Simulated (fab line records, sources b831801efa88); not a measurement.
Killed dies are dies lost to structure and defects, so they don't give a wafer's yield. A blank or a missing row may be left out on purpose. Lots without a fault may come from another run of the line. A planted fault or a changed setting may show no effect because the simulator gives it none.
fab line records | flow sky130
record lots=12 wafers=36 last_day=50
route steps=708 shown VT_ADJUST_HVTR@141 SONOS_TUNNEL@162 SONOS_ONO@181 POLY_GATE@224 PAD_OPEN@708
lots that met no fault: from a run of the same line without faults
start_h: hours from the record's first day to the start of the lot's first wafer shown | wait_h: hours since the lot's step before | " the same as in the row above | L1.1+2: a row that stands for several wafers | - no value, or no start given | * or withheld: withheld | < > ~ a bound
route shown NAME@n: a module of which the file shows steps, and the number in the route of the first | usual: mean/standard deviation of fault-free wafers | same: alike in all rows | chamber/n: place in a boat | sites: the reading at each site | _std_site: their standard deviation | _edge_site: outer sites' mean less inner sites' | radius_mm: how far each site lies from the wafer's centre | mask NAME#n: copy n | behind: the tool/chamber that last shaped the wafer | hold: why the lot was held/for how many hours/how that ended | device: the transistor (n, p or np) that didn't switch | end of line: the same wafers' tests at the end of the route | a step without rows: its recipe alone | killed: dies lost to structure and defects at the first sort, not the wafer's yield | map: a wafer's dies, x killed, . not, _ none there
set.NAME: the setting as run; set.NAME@STEP: as run at that earlier step | model.NAME: the simulator's own value behind a step, which no gauge read
steps of the route over a sample of lots; a table a step, a row a wafer
services: from which hour (start_h, from the record's first day; less than 0 if before it) a tool's chamber was out of use, for how many hours, and why
## steps
# step SKY_VT_ADJUST_HVTR_STRIP_10
# recipe chemistry=O2/N2 power_w=1400 pressure_mtorr=1500 platen_temp_c=withheld o2_flow_sccm=3000 n2_flow_sccm=300 overash_fraction=0.5
# usual drypump_motor_current_A=5.6/0.51 oes_product_au=0.715/0.0049 strip_time_to_endpoint_s=14.19/0.04
# columns lot.wafer tool chamber start_h wait_h drypump_motor_current_A oes_product_au rf_hours_counter_h strip_time_to_endpoint_s
L143.1 plasma_asher-01 1 204.98 0.1 6.3 0.714 41 14.17
L143.4 " 1 " " 6.3 0.716 - 14.18
L143.6 " 0 " " 6.2 0.723 - 14.13
L146.2 plasma_asher-02 1 221.40 0.1 5.7 0.713 52 14.18
L146.4 " 0 " " 4.8 0.710 - 14.19
L146.6 " 0 " " 4.9 0.711 - 14.14
L149.1 plasma_asher-04 1 252.55 0.1 5.6 0.710 58 14.15
L149.5 " 1 " " 5.6 0.711 - 14.19
L149.6 " 0 " " 5.4 0.719 - 14.22
L150.2 plasma_asher-02 0 262.63 0.1 4.8 0.710 56 14.19
L150.3 " 0 " " 4.9 0.706 - 14.13
L150.5 " 1 " " 5.7 0.714 - 14.21
L151.1 plasma_asher-01 0 265.69 0.1 6.2 0.713 47 14.26
L151.2 " 1 " " 6.3 0.721 47 14.28
L151.5 " 1 " " 6.3 0.717 - 14.22
L152.1 plasma_asher-04 1 268.93 0.1 5.5 0.715 59 14.21
L152.5 " 1 " " 5.6 0.718 - 14.24
L152.6 " 0 " " 5.4 0.718 - 14.19
L153.1 plasma_asher-04 0 273.03 0.1 5.4 0.714 60 14.15
L153.2 " 1 " " 5.6 0.718 60 14.11
L153.5 " 0 " " 5.4 0.714 - 14.14
L155.3 plasma_asher-02 0 294.77 0.1 4.9 0.710 - 14.15
L155.4 " 1 " " 5.7 0.720 - 14.17
L155.5 " 0 " " 4.8 0.708 - 14.11
L157.1 plasma_asher-01 1 304.54 0.1 6.3 0.715 51 14.16
L157.2 " 0 " " 6.1 0.713 51 14.12
L157.3 " 0 " " 6.2 0.714 - 14.14
L161.4 plasma_asher-02 1 336.47 0.1 5.7 0.711 - 14.18
L161.5 " 0 " " 4.9 0.722 - 14.13
L161.6 " 1 " " 5.7 0.710 - 14.12
L164.2 plasma_asher-01 0 362.15 0.1 6.2 0.715 57 14.19
L164.4 " 1 " " 6.3 0.720 - 14.22
L164.5 " 0 " " 6.2 0.714 - 14.16
L165.1 plasma_asher-01 0 367.15 0.1 6.2 0.720 58 14.18
L165.2 " 1 " " 6.4 0.710 58 14.22
L165.5 " 0 " " 6.1 0.710 - 14.19
# step SKY_SONOS_TUNNEL_OVL_MEAS_08
# usual SONOS_TUNNEL_OVL=-0.3/1.6
# columns lot.wafer tool chamber start_h wait_h SONOS_TUNNEL_OVL[nm]
L143.1 overlay-01 - 250.47 0.1 2.5
L143.4 " - " " 0.4
L143.6 " - " " 2.7
L146.2 overlay-01 - 269.02 0.1 -1.0
L146.4 " - " " -0.5
L146.6 " - " " -1.9
L149.1 overlay-02 - 303.17 0.1 2.8
L149.5 " - " " 2.9
L149.6 " - " " 0.8
L150.2 overlay-01 - 313.77 0.1 -1.5
L150.3 " - " " -1.8
L150.5 " - " " -2.2
L151.1 overlay-01 - 316.15 0.1 1.4
L151.2 " - " " 1.7
L151.5 " - " " 1.6
L152.1 overlay-01 - 319.17 0.1 -1.2
L152.5 " - " " -3.5
L152.6 " - " " 1.4
L153.1 overlay-01 - 323.98 0.1 -3.1
L153.2 " - " " -2.2
L153.5 " - " " -1.9
L155.3 overlay-01 - 347.73 0.1 -2.5
L155.4 " - " " -2.1
L155.5 " - " " -2.2
L157.1 overlay-01 - 358.80 0.1 -0.7
L157.2 " - " " -0.2
L157.3 " - " " -1.3
L161.4 overlay-02 - 392.44 0.1 -1.7
L161.5 " - " " -2.4
L161.6 " - " " -0.9
L164.2 overlay-01 - 419.67 0.1 0.0
L164.4 " - " " -0.3
L164.5 " - " " -0.6
L165.1 overlay-02 - 424.77 0.1 0.2
L165.2 " - " " 0.1
L165.5 " - " " -0.1
# step SKY_SONOS_ONO_CD_MEAS_13
# recipe target_cd_nm=410
# usual cd_nm=409.8/2.6
# columns lot.wafer tool chamber start_h wait_h cd_nm
L143.1 cd_sem-02 - 280.61 0.1 412.9
L143.4 " - " " 413.4
L143.6 " - " " 411.5
L146.2 cd_sem-02 - 301.15 0.1 412.0
L146.4 " - " " 412.0
L146.6 " - " " 413.1
L149.1 cd_sem-02 - 335.01 0.1 408.7
L149.5 " - " " 409.8
L149.6 " - " " 410.0
L150.2 cd_sem-01 - 345.38 0.1 405.6
L150.3 " - " " 403.4
L150.5 " - " " 401.7
L151.1 cd_sem-01 - 351.24 0.1 407.6
L151.2 " - " " 409.7
L151.5 " - " " 409.6
L152.1 cd_sem-01 - 351.54 0.1 413.0
L152.5 " - " " 413.3
L152.6 " - " " 413.2
L153.1 cd_sem-02 - 359.31 0.1 410.0
L153.2 " - " " 409.8
L153.5 " - " " 411.1
L155.3 cd_sem-01 - 381.69 0.3 406.9
L155.4 " - " " 407.3
L155.5 " - " " 407.3
L157.1 cd_sem-01 - 392.03 0.1 408.1
L157.2 " - " " 406.4
L157.3 " - " " 408.8
L161.4 cd_sem-01 - 431.52 0.1 413.2
L161.5 " - " " 412.2
L161.6 " - " " 412.9
L164.2 cd_sem-02 - 457.36 0.1 405.6
L164.4 " - " " 405.1
L164.5 " - " " 409.8
L165.1 cd_sem-02 - 463.99 0.1 414.9
L165.2 " - " " 413.4
L165.5 " - " " 412.8
# step SKY_POLY_GATE_EXPOSE_10
# recipe mask_id=P1M na=0.68 source_shape=conventional sigma_outer=0.6 target_cd_nm=150 dose_mj=28
# usual reticle_temp_C=22.99/0.095
# same na=0.68 sigma_outer=0.6
# columns lot.wafer tool chamber start_h wait_h mask reticle_temp_C
L143.1 krf_scanner-01 0 353.85 - P1M#0 22.98
L143.4 " 0 " " P1M#0 22.99
L143.6 " 0 " " P1M#0 23.09
L146.2 krf_scanner-01 0 379.10 - P1M#0 22.99
L146.4 " 0 " " P1M#0 23.04
L146.6 " 0 " " P1M#0 22.99
L149.1 krf_scanner-02 0 416.90 - P1M#0 23.11
L149.5 " 0 " " P1M#0 23.06
L149.6 " 0 " " P1M#0 23.02
L150.2 krf_scanner-02 0 427.99 - P1M#0 22.96
L150.3 " 0 " " P1M#0 22.85
L150.5 " 0 " " P1M#0 22.93
L152.1 krf_scanner-01 0 432.38 - P1M#0 23.00
L152.5 " 0 " " P1M#0 22.96
L152.6 " 0 " " P1M#0 23.00
L151.1 krf_scanner-02 0 432.67 - P1M#0 22.95
L151.2 " 0 " " P1M#0 22.99
L151.5 " 0 " " P1M#0 22.94
L153.1 krf_scanner-01 0 439.77 - P1M#0 22.97
L153.2 " 0 " " P1M#0 22.97
L153.5 " 0 " " P1M#0 23.06
L155.3 krf_scanner-01 0 464.61 - P1M_R1#0 23.09
L155.4 " 0 " " P1M_R1#0 23.00
L155.5 " 0 " " P1M_R1#0 23.02
L157.1 krf_scanner-02 0 474.95 - P1M#0 23.04
L157.2 " 0 " " P1M#0 22.92
L157.3 " 0 " " P1M#0 23.04
L161.4 krf_scanner-02 0 513.11 - P1M#0 22.87
L161.5 " 0 " " P1M#0 22.99
L161.6 " 0 " " P1M#0 22.85
L164.2 krf_scanner-02 0 553.09 - P1M#0 22.82
L164.4 " 0 " " P1M#0 22.69
L164.5 " 0 " " P1M#0 22.82
L165.1 krf_scanner-01 0 554.28 - P1M#0 22.93
L165.2 " 0 " " P1M#0 23.09
L165.5 " 0 " " P1M#0 22.83
# step SKY_POLY_GATE_CD_MEAS_13
# recipe target_cd_nm=150
# usual cd_nm=149.5/1.5
# columns lot.wafer tool chamber start_h wait_h cd_nm
L143.1 cd_sem-02 - 368.12 - 148.0
L143.4 " - " " 148.4
L143.6 " - " " 149.3
L146.2 cd_sem-02 - 393.07 - 149.2
L146.4 " - " " 149.1
L146.6 " - " " 147.8
L149.1 cd_sem-02 - 432.78 - 148.1
L149.5 " - " " 149.9
L149.6 " - " " 148.5
L150.2 cd_sem-01 - 442.70 - 150.5
L150.3 " - " " 148.7
L150.5 " - " " 149.9
L152.1 cd_sem-01 - 447.73 - 148.3
L152.5 " - " " 147.4
L152.6 " - " " 148.8
L151.1 cd_sem-02 - 448.08 - 146.4
L151.2 " - " " 148.5
L151.5 " - " " 146.9
L153.1 cd_sem-02 - 454.93 - 149.5
L153.2 " - " " 150.4
L153.5 " - " " 151.8
L155.3 cd_sem-01 - 479.95 - 172.1
L155.4 " - " " 171.3
L155.5 " - " " 171.1
L157.1 cd_sem-02 - 490.13 - 149.2
L157.2 " - " " 149.8
L157.3 " - " " 149.8
L161.4 cd_sem-02 - 528.14 - 150.4
L161.5 " - " " 150.2
L161.6 " - " " 149.2
L164.2 cd_sem-01 - 567.33 - 146.7
L164.4 " - " " 148.0
L164.5 " - " " 148.0
L165.1 cd_sem-02 - 568.75 - 149.3
L165.2 " - " " 149.0
L165.5 " - " " 149.3
# step SKY_PAD_OPEN_PROBE_99
# usual killed_at_M0_to_M3=42/7.4 killed_at_M4_up=3.3/2.1 killed_at_contacts=24/5.3 killed_at_front_end=15/4.5 killed_at_other=0.3/0.57 killed_dies=84/10 killed_on_rim=17/3.8 killed_open=46/7.5 killed_short=38/6.4
# same gross_dies=492 killed_at_back_side=0
# columns lot.wafer tool chamber start_h wait_h killed_at_M0_to_M3 killed_at_M4_up killed_at_contacts killed_at_front_end killed_at_other killed_dies killed_on_rim killed_open killed_short
L153.1 prober-02 - 1131.47 0.1 33 6 29 14 0 82 21 42 40
L153.2 prober-02 - 1131.52 0.1 39 3 32 7 1 82 24 43 39
L153.5 prober-02 - 1131.67 0.2 33 3 27 14 0 77 12 47 30
L155.3 prober-02 - 1147.51 0.2 51 3 27 61 0 142 29 54 41
L155.4 prober-02 - 1147.56 0.2 51 0 24 57 0 132 25 46 45
L155.5 prober-02 - 1147.61 0.2 68 1 27 64 0 160 29 60 47
L161.4 prober-01 - 1174.71 0.2 47 4 27 9 1 88 19 55 32
L161.5 prober-01 - 1174.76 0.2 37 2 16 13 3 71 20 34 35
L161.6 prober-01 - 1174.81 0.2 44 1 24 15 1 85 18 45 39
# killed by level:class
L153.1 VIA1:geometric_particle:open=11 LI_CONTACT:geometric_particle:open=9 CONTACT:geometric_particle:open=9 FIELD_ISO:geometric_particle:short=6 VIA1:geometric_particle:short=6 METAL4:geometric_particle:short=5 CONTACT:geometric_particle:short=4 METAL2:geometric_particle:short=4
L153.2 CONTACT:geometric_particle:open=14 VIA1:geometric_particle:open=10 VIA1:geometric_particle:short=7 CONTACT:geometric_particle:short=6 VIA3:geometric_particle:open=6 LOCAL_INTERCONNECT:geometric_particle:short=5 LI_CONTACT:geometric_particle:open=4 METAL2:geometric_particle:short=4
L153.5 CONTACT:geometric_particle:open=13 LI_CONTACT:geometric_particle:open=6 VIA2:geometric_particle:open=5 VIA1:geometric_particle:open=5 FIELD_ISO:geometric_particle:open=4 METAL2:geometric_particle:open=4 METAL2:geometric_particle:short=4 POLY_GATE:geometric_particle:short=3
L155.3 POLY_GATE:area_expose=47 CONTACT:geometric_particle:open=10 VIA1:geometric_particle:open=9 VIA3:geometric_particle:open=7 METAL1:geometric_particle:short=7 LI_CONTACT:geometric_particle:open=6 VIA2:geometric_particle:open=6 METAL2:geometric_particle:short=6
L155.4 POLY_GATE:area_expose=41 VIA1:geometric_particle:open=12 METAL1:geometric_particle:short=10 FIELD_ISO:geometric_particle:open=8 LI_CONTACT:geometric_particle:short=7 VIA2:geometric_particle:open=7 VIA3:geometric_particle:open=4 LI_CONTACT:geometric_particle:open=4
L155.5 POLY_GATE:area_expose=53 VIA1:geometric_particle:open=17 METAL1:geometric_particle:short=11 LI_CONTACT:geometric_particle:open=10 VIA2:geometric_particle:open=8 CONTACT:geometric_particle:open=7 VIA1:geometric_particle:short=6 LOCAL_INTERCONNECT:geometric_particle:short=6
L161.4 VIA1:geometric_particle:open=12 LI_CONTACT:geometric_particle:open=11 CONTACT:geometric_particle:open=10 VIA1:geometric_particle:short=10 VIA3:geometric_particle:open=9 CONTACT:geometric_particle:short=4 METAL1:geometric_particle:short=4 VIA2:geometric_particle:short=3
L161.5 CONTACT:geometric_particle:open=9 VIA1:geometric_particle:open=6 VIA1:geometric_particle:short=5 CONTACT:geometric_particle:short=5 VIA2:geometric_particle:open=5 METAL1:geometric_particle:short=4 METAL3:geometric_particle:short=4 FIELD_ISO:geometric_particle:short=3
L161.6 VIA1:geometric_particle:open=8 VIA3:geometric_particle:open=8 POLY_GATE:geometric_particle:short=7 METAL2:geometric_particle:short=7 VIA2:geometric_particle:open=7 CONTACT:geometric_particle:short=6 CONTACT:geometric_particle:open=6 LI_CONTACT:geometric_particle:open=4
## services
# columns tool chamber start_h hours kind
krf_scanner-02 - 192.86 0.8 pm
krf_scanner-02 - 203.76 0.5 repair
krf_scanner-01 - 205.87 1.3 pm
krf_scanner-02 - 228.70 1.3 pm
krf_scanner-01 - 228.89 0.3 repair
krf_scanner-01 - 254.02 1.0 pm
krf_scanner-02 - 269.91 3.3 repair
krf_scanner-02 - 277.53 1.0 pm
krf_scanner-01 - 303.58 1.8 repair
krf_scanner-02 - 307.47 11.6 pm
krf_scanner-01 - 341.56 0.8 pm
krf_scanner-01 - 344.22 3.6 pm
krf_scanner-02 - 351.48 0.7 repair
krf_scanner-02 - 353.08 4.4 pm
krf_scanner-02 - 360.69 1.2 repair
krf_scanner-02 - 361.92 0.8 pm
krf_scanner-01 - 381.77 1.3 pm
krf_scanner-02 - 404.60 1.3 pm
krf_scanner-01 - 416.26 4.4 pm
krf_scanner-01 - 423.02 1.0 pm
krf_scanner-02 - 446.53 1.0 pm
krf_scanner-02 - 460.07 3.6 pm
krf_scanner-02 - 463.62 4.4 pm
krf_scanner-01 - 468.02 36.0 pm
## key
first_sign step=SKY_POLY_GATE_EXPOSE_10 reading=mask direction=changed
effect step=SKY_POLY_GATE_CD_MEAS_13 reading=cd_nm direction=up sigmas=14 usual=149.5 struck=171.5
effect step=SKY_PAD_OPEN_PROBE_99 reading=killed_at_front_end direction=up sigmas=10 usual=15 struck=61
more_kills_born_at SKY_POLY_GATE_EXPOSE_10@krf_scanner-01=141
met_at SKY_POLY_GATE_EXPOSE_10
struck_lots L155
tester_left_out L155
not_acting_at SKY_VT_ADJUST_HVTR_STRIP_10,SKY_SONOS_TUNNEL_OVL_MEAS_08,SKY_SONOS_ONO_CD_MEAS_13
onset_between 439.77 464.61
fault kind=wrong_mask tool=any chamber=- onset_h=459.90 steps=SKY_POLY_GATE_EXPOSE_10 aux_copy=P1M_R1#0 cd_offset_nm=22 scope=struck_lots_only
# tester_left_out: of these lots the tester's yield and bins aren't shown, on N5 and GAA mostly nor the transistor test; their killed dies are dies lost to structure and defects alone, not to doping, threshold or leakage, so they don't give the yield
